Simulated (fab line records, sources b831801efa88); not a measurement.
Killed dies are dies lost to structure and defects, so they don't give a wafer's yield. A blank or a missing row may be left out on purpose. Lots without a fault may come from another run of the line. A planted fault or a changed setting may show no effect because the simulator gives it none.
A struck lot beside a sound one | flow gf180mcu | 17 steps out of a route of 602
Sound: wafers L854.3, L854.4, L854.6. Struck: wafers L850.1, L850.2, L850.5. The cause comes at the end.
At each step with rows: each side's tool, then ch and its chambers, then its first start. Under that, the readings that differ: sound wafers | struck wafers | difference of the means | sigmas: that difference in standard deviations of wafers without a fault.
alike: readings whose means differ by less than 2 such deviations, and words and numbers that are the same on both sides. not compared: withheld readings, readings that some wafer has no value for, bounds like >300 that may hide the same value, and numbers for which the record gives no deviation and whose values overlap.
The two part at a step that has a row with sigmas, a row that says differs or no value, or rows on one side only. Numbers that don't overlap but have no deviation are shown without sigmas and don't part them. A reading that every wafer of one side lacks parts them only if that side has two wafers or more.

first, 1 step without rows for these wafers: GF_HV_LDD_IMPLANT_09.
GF_HV_LDD_STRIP_10: strips in O2/N2.
  sound on plasma_asher-02 ch 0,1, day 13 03:46; struck on plasma_asher-03 ch 0,1, day 11 18:23
  alike: drypump_motor_current_A, heater_power_w, o2_flow_sccm, oes_product_au, strip_time_to_endpoint_s
  not compared: rf_hours_counter_h
GF_HV_LDD_TW_MEAS_11:
  sound on film_metro-02, day 13 03:51; struck on film_metro-02, day 11 18:29
  alike: HV_LDD_TW
then, 7 steps without rows for these wafers: GF_HV_LDD_DEHYDRATE_12 (time 60 s); GF_HV_LDD_HMDS_13 (prime time 60 s); GF_HV_LDD_COAT_14 (resist thk 1000 nm); GF_HV_LDD_SOFTBAKE_15 (time 60 s); GF_HV_LDD_EXPOSE_16 (exposes mask Pplus LV AREA, target cd 400 nm); GF_HV_LDD_PEB_17; GF_HV_LDD_DEVELOP_18 (develop time 60 s).
GF_HV_LDD_CD_MEAS_19: target cd 400 nm.
  sound on cd_sem-01, day 13 23:16; struck on cd_sem-01, day 12 12:47
  alike: cd_nm
GF_HV_LDD_OVL_MEAS_20:
  sound on overlay-02, day 13 23:22; struck on overlay-01, day 12 12:54
  alike: HV_LDD_01_OVL
GF_HV_LDD_IMPLANT_21:
  sound on implanter-03 ch 0, day 13 23:26; struck on implanter-04 ch 0, day 12 12:56
  reading            | sound                     | struck                           | difference  | sigmas
  beam_on_s (s)      | 10.00 9.57 9.93           | 14.78 14.64 14.49                | +4.80       | +25
  dose_ions_cm2      | 5.004e+13 4.995e+13 5e+13 | 1.8697e+14 1.8704e+14 1.8698e+14 | +1.3700e+14 | +99 or more
  faraday_current_uA | 284 293 283               | 710 723 721                      | +431        | +78
GF_HV_LDD_STRIP_22: strips in O2/N2.
  sound on plasma_asher-02 ch 0,1, day 13 23:34; struck on plasma_asher-02 ch 0,1, day 12 13:05
  alike: drypump_motor_current_A, heater_power_w, o2_flow_sccm, oes_product_au, strip_time_to_endpoint_s
  not compared: rf_hours_counter_h
GF_HV_LDD_TW_MEAS_23:
  sound on film_metro-04, day 13 23:40; struck on film_metro-04, day 12 13:11
  reading     | sound          | struck         | difference | sigmas
  HV_LDD_2_TW | 1059 1059 1059 | 1602 1602 1595 | +541       | +77
then, 1 step without rows for these wafers: GF_HV_LDD_DEHYDRATE_24 (time 60 s).
GF_PASSIVATION_PROBE_99:
  the record has rows for the sound wafers here (prober-02, day 31 23:41) and none for the struck ones

WHERE THEY PART
First at GF_HV_LDD_IMPLANT_21; last, within this record, at GF_PASSIVATION_PROBE_99.

WHY: what the simulator had put in
Process parameter drift: implanter-04, from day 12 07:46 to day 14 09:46, at GF_HV_LDD_IMPLANT_21. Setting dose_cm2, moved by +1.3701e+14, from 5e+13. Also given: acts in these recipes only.
